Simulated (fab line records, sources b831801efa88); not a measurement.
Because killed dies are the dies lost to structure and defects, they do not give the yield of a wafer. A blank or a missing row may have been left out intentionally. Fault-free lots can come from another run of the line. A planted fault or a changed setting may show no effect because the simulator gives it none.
2 desks looking at one fault | flow gf180mcu | each desk holds nothing but its own numbers, with what lay behind them at the end

## THE METROLOGY DESK
What the gauges read, lot by lot, whatever tool the lot ran on: means of the sampled wafers that have a number. A lot is out of limits, marked OUT, if its mean lies more than 4 standard deviations from the usual mean; the brackets give that distance.
Columns: A = cd nm at GF_M5_CD_MEAS_07, usual 280.1 nm; B = TOP_METAL_OVL at GF_TOP_METAL_OVL_MEAS_15, usual 0.4 nm
lot  | first seen here | A     | B
L345 | day 26 11:07    | 281.2 | 0.2
L346 | day 26 16:22    | 280.2 | -1.7
L348 | day 27 07:16    | 280.0 | 0.4
L350 | day 28 02:55    | 281.6 | -0.5
L351 | day 28 09:28    | 281.8 | 0.5
L352 | day 28 23:35    | 277.7 | -1.1
L357 | day 30 16:16    | 280.4 | 1.2
L358 | day 30 16:37    | 280.3 | 1.2
L361 | day 31 09:48    | 281.2 | 0.9
L362 | day 31 16:44    | 278.9 | 1.2
L363 | day 31 21:25    | 277.8 | -0.0
L365 | day 32 05:29    | 278.8 | -1.6
L366 | day 32 12:17    | 280.3 | -0.1
L367 | day 32 16:25    | 281.5 | -1.1
This desk's finding: nothing out of limits on any of the 14 lots.

## AT THE TOOL OWNER'S DESK: cmp-01
The tool's own readings at GF_V5_CMP_26 (polishes, stops on SiO2, t overpolish 15 s, target thk 0 nm): means of the sampled wafers that have a number, for each lot that ran on this tool. A lot is out of limits, marked OUT, if its mean lies more than 4 standard deviations from the usual mean; the brackets give that distance.
Columns: A = edge zone pressure frac at GF_V5_CMP_26, usual 1.000; B = motor current A at GF_V5_CMP_26, usual 11.3 A; C = overpolish run s at GF_V5_CMP_26, usual 15.000 s; D = time to endpoint s at GF_V5_CMP_26, usual 85.4 s
lot  | first seen here | A     | B    | C      | D
L345 | day 27 10:34    | 0.994 | 11.4 | 15.004 | 86.9
L346 | day 27 15:39    | 1.002 | 11.4 | 14.984 | 85.3
L348 | day 28 06:38    | 1.001 | 10.9 | 15.002 | 65.3 (-7.7) OUT
L351 | day 29 07:49    | 1.003 | 11.8 | 14.989 | 66.8 (-7.2) OUT
L352 | day 29 21:32    | 1.000 | 10.7 | 14.995 | 73.0 (-4.8) OUT
L363 | day 32 17:02    | 0.998 | 11.6 | 15.004 | 83.3
L366 | day 33 07:46    | 0.997 | 11.2 | 15.003 | 84.6
L367 | day 33 10:59    | 0.997 | 10.9 | 15.001 | 81.6
This desk finds L348, L351, L352 out of limits, L348 being first, at day 28 06:38 (time to endpoint s at GF_V5_CMP_26). L345, L346, L363, L366, L367 stayed within limits.

## BROUGHT TOGETHER
The tool owner's desk had the chance to raise an alarm at day 28 06:38 on L348, L351, L352.
The metrology desk saw nothing out of limits.
The metrology desk has L348, L351, L352 on record, within its limits.
The lots listed all ran GF_V5_CMP_26 on cmp-01.

## WHAT THE SIMULATOR PUT IN
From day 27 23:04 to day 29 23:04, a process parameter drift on cmp-01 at GF_V5_CMP_26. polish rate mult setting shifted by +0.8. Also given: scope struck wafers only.
Lots struck among those shown: L348, L351, L352.
Delay in hours, fault start to first out-of-limits reading, by desk: the tool owner's desk at 8.
